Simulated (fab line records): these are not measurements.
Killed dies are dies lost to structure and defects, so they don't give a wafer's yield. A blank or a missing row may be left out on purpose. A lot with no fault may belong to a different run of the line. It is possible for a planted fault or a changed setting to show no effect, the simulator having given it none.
Split-lot experiment :: flow sfq_line :: route with 325 steps; 5 lots, 23 wafers read

THE SPLIT ITSELF
At SFQ_TRILAYER_M7_DEP_SPUTTER_175 (material Nb, target thk 200 nm, time 133.3 s), the setting time_s was moved away from the recipe's 133.3 s on 5 of the 23 wafers read, by -5.4% to +8.5%. The other wafers ran this setting at the recipe's value.

SPLIT TO READING: what lies between them in the file, 1 step
- SFQ_M7_RS_MEAS_943: measures by four-point-probe

THE READING
oes_product_au, in a.u., at SFQ_TRILAYER_M7_ETCH_METAL_ETCH_180 (etches Nb in Cl2/Ar, stops on SiO2, target depth 240 nm, time 120 s). Typical for fault-free wafers on this fab line: 0.896 a.u., with standard deviation 0.0066 a.u.

wafer: L077.1
tool, chamber at the split: pvd_sputter-06, -
time_s as run, s: 133.3
against the recipe: recipe
oes_product_au, a.u.: 0.905
against lot-mates on the recipe: -

wafer: L077.2
tool, chamber at the split: pvd_sputter-06, -
time_s as run, s: 133.3
against the recipe: recipe
oes_product_au, a.u.: 0.899
against lot-mates on the recipe: -

wafer: L077.3
tool, chamber at the split: pvd_sputter-06, -
time_s as run, s: 133.3
against the recipe: recipe
oes_product_au, a.u.: 0.899
against lot-mates on the recipe: -

wafer: L077.4
tool, chamber at the split: pvd_sputter-06, -
time_s as run, s: 133.3
against the recipe: recipe
oes_product_au, a.u.: 0.900
against lot-mates on the recipe: -

wafer: L077.6
tool, chamber at the split: pvd_sputter-06, -
time_s as run, s: 133.3
against the recipe: recipe
oes_product_au, a.u.: 0.910
against lot-mates on the recipe: -

wafer: L078.1
tool, chamber at the split: pvd_sputter-03, -
time_s as run, s: 126.1
against the recipe: -5.4%
oes_product_au, a.u.: 0.861
against lot-mates on the recipe: -0.037

wafer: L078.2
tool, chamber at the split: pvd_sputter-03, -
time_s as run, s: 126.1
against the recipe: -5.4%
oes_product_au, a.u.: 0.868
against lot-mates on the recipe: -0.030

wafer: L078.3
tool, chamber at the split: pvd_sputter-03, -
time_s as run, s: 126.1
against the recipe: -5.4%
oes_product_au, a.u.: 0.871
against lot-mates on the recipe: -0.027

wafer: L078.5
tool, chamber at the split: pvd_sputter-03, -
time_s as run, s: 133.3
against the recipe: recipe
oes_product_au, a.u.: 0.897
against lot-mates on the recipe: -

wafer: L078.6
tool, chamber at the split: pvd_sputter-03, -
time_s as run, s: 133.3
against the recipe: recipe
oes_product_au, a.u.: 0.899
against lot-mates on the recipe: -

wafer: L079.1
tool, chamber at the split: pvd_sputter-06, -
time_s as run, s: 133.3
against the recipe: recipe
oes_product_au, a.u.: 0.905
against lot-mates on the recipe: -

wafer: L079.2
tool, chamber at the split: pvd_sputter-06, -
time_s as run, s: 133.3
against the recipe: recipe
oes_product_au, a.u.: 0.903
against lot-mates on the recipe: -

wafer: L079.3
tool, chamber at the split: pvd_sputter-06, -
time_s as run, s: 133.3
against the recipe: recipe
oes_product_au, a.u.: 0.897
against lot-mates on the recipe: -

wafer: L079.4
tool, chamber at the split: pvd_sputter-06, -
time_s as run, s: 133.3
against the recipe: recipe
oes_product_au, a.u.: 0.896
against lot-mates on the recipe: -

wafer: L079.6
tool, chamber at the split: pvd_sputter-06, -
time_s as run, s: 133.3
against the recipe: recipe
oes_product_au, a.u.: 0.904
against lot-mates on the recipe: -

wafer: L082.1
tool, chamber at the split: pvd_sputter-03, -
time_s as run, s: 144.6
against the recipe: +8.5%
oes_product_au, a.u.: 0.946
against lot-mates on the recipe: +0.045

wafer: L082.3
tool, chamber at the split: pvd_sputter-03, -
time_s as run, s: 133.3
against the recipe: recipe
oes_product_au, a.u.: 0.900
against lot-mates on the recipe: -

wafer: L082.4
tool, chamber at the split: pvd_sputter-03, -
time_s as run, s: 133.3
against the recipe: recipe
oes_product_au, a.u.: 0.900
against lot-mates on the recipe: -

wafer: L082.5
tool, chamber at the split: pvd_sputter-03, -
time_s as run, s: 133.3
against the recipe: recipe
oes_product_au, a.u.: 0.902
against lot-mates on the recipe: -

wafer: L082.6
tool, chamber at the split: pvd_sputter-03, -
time_s as run, s: 144.6
against the recipe: +8.5%
oes_product_au, a.u.: 0.947
against lot-mates on the recipe: +0.046

wafer: L084.1
tool, chamber at the split: pvd_sputter-06, -
time_s as run, s: 133.3
against the recipe: recipe
oes_product_au, a.u.: 0.894
against lot-mates on the recipe: -

wafer: L084.4
tool, chamber at the split: pvd_sputter-06, -
time_s as run, s: 133.3
against the recipe: recipe
oes_product_au, a.u.: 0.887
against lot-mates on the recipe: -

wafer: L084.5
tool, chamber at the split: pvd_sputter-06, -
time_s as run, s: 133.3
against the recipe: recipe
oes_product_au, a.u.: 0.890
against lot-mates on the recipe: -

THE FIT
A straight line over all 23 wafers: oes_product_au changes by +0.00575 a.u. for each +1% of time_s; r = +0.96; the points scatter about the line by 0.0052 a.u.
The same after taking each lot's own level away (the mean of its wafers on the recipe; 23 wafers): +0.00556 a.u. for each +1%; r = +0.98; scatter 0.0035 a.u.
The reading moves by 0.047 a.u. for the largest change in time_s, on that fit.
Across the lots, their own levels run from 0.8903 to 0.9026 a.u., a range of 1.9 times the standard deviation given above.
So the lot-to-lot level changes the slope little: the two slopes agree.
Check: +0.0476 a.u. against its lot-mates is what the line predicts for one of the wafers moved furthest among these (+8.5%) when that wafer is left out of the fit. It came out at +0.0453 a.u. against them.

OTHER SPLITS APPLIED TO THESE WAFERS
These wafers also went through other splits before the reading. Each is held against what the fit with the lots' levels taken away leaves over:
other split on the same wafers: SFQ_TRILAYER_M6_LITHO_PEB_162 peb_temp_c
wafers away from the commonest value: 9
r with oes_product_au (lot level and that fit taken away): +0.02

other split on the same wafers: SFQ_TRILAYER_I6_VIA_LITHO_COAT_174 resist_thk_nm
wafers away from the commonest value: 8
r with oes_product_au (lot level and that fit taken away): -0.10

THE WHOLE CHAIN: every reading that the file lists as answering this split, in the file's order
step: SFQ_TRILAYER_M7_DEP_SPUTTER_175
what it does: material Nb, target thk 200 nm, time 133.3 s
reading: Nb_of_TRILAYER_M7_DEP_SPUTTER_175.thk_nm (the simulator's own value, which no gauge read)
change (the file's fit): +2.28 nm for each +1% of the setting
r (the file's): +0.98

step: SFQ_M7_RS_MEAS_943
what it does: measures by four-point-probe
reading: M7_NB_RS
change (the file's fit): -0.00967 for each +1% of the setting
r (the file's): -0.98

step: SFQ_TRILAYER_M7_ETCH_METAL_ETCH_180
what it does: etches Nb in Cl2/Ar, stops on SiO2, target depth 240 nm, time 120 s
reading: oes_product_au
change (the file's fit): +0.00552 a.u. for each +1% of the setting
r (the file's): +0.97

THE FILE'S OWN FIT
oes_product_au changes by +0.00552 a.u. for each +1% of time_s, r = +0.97.
